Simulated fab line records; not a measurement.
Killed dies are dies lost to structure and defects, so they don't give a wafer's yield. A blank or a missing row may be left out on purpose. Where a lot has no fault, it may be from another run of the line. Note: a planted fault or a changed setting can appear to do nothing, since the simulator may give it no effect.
The same fault as seen by 2 desks + flow sky130 + only its own numbers are on each desk; what lay behind them is given at the end

THE METROLOGY DESK
What the gauges read, lot by lot, whatever tool the lot ran on: means of the sampled wafers that have a number. Marked OUT: a lot whose mean sits more than 4 standard deviations from the usual mean, which makes it out of limits; the brackets give that distance.
Columns: A = VIA3_W_RS at SKY_VIA3_RS_MEAS_22, usual 0.296 ohm/sq; B = VIA3_W_THK at SKY_VIA3_THK_MEAS_23, usual 388 nm
| lot  | first seen here | A     | B   |
|------|-----------------|-------|-----|
| L126 | day 39 11:03    | 0.300 | 384 |
| L132 | day 41 08:42    | 0.298 | 389 |
| L140 | day 43 16:48    | 0.297 | 386 |
| L141 | day 44 02:15    | 0.298 | 384 |
| L142 | day 44 08:10    | 0.298 | 390 |
| L149 | day 46 01:12    | 0.289 | 391 |
Result from this desk: across the 6 lots, nothing is out of limits.

DESK OF THE TOOL OWNER: pvd_sputter-03
The tool's own readings at SKY_METAL4_SPUTTER_04 (material TiN, target thk 70 nm, time 58.3 s): means of the sampled wafers that have a number, for each lot that ran on this tool. Marked OUT: a lot whose mean sits more than 4 standard deviations from the usual mean, which makes it out of limits; the brackets give that distance.
Columns: A = throttle_valve_pct at SKY_METAL4_SPUTTER_04, usual 30.1 %
| lot  | first seen here | A    |
|------|-----------------|------|
| L126 | day 39 11:38    | 30.4 |
| L141 | day 44 02:50    | 30.3 |
| L142 | day 44 08:44    | 29.5 |
Result from this desk: across the 3 lots, nothing is out of limits.

BROUGHT TOGETHER
Nothing out of limits was seen by the metrology desk.
Nothing out of limits was seen by the tool owner's desk.

WHAT THE SIMULATOR PUT IN
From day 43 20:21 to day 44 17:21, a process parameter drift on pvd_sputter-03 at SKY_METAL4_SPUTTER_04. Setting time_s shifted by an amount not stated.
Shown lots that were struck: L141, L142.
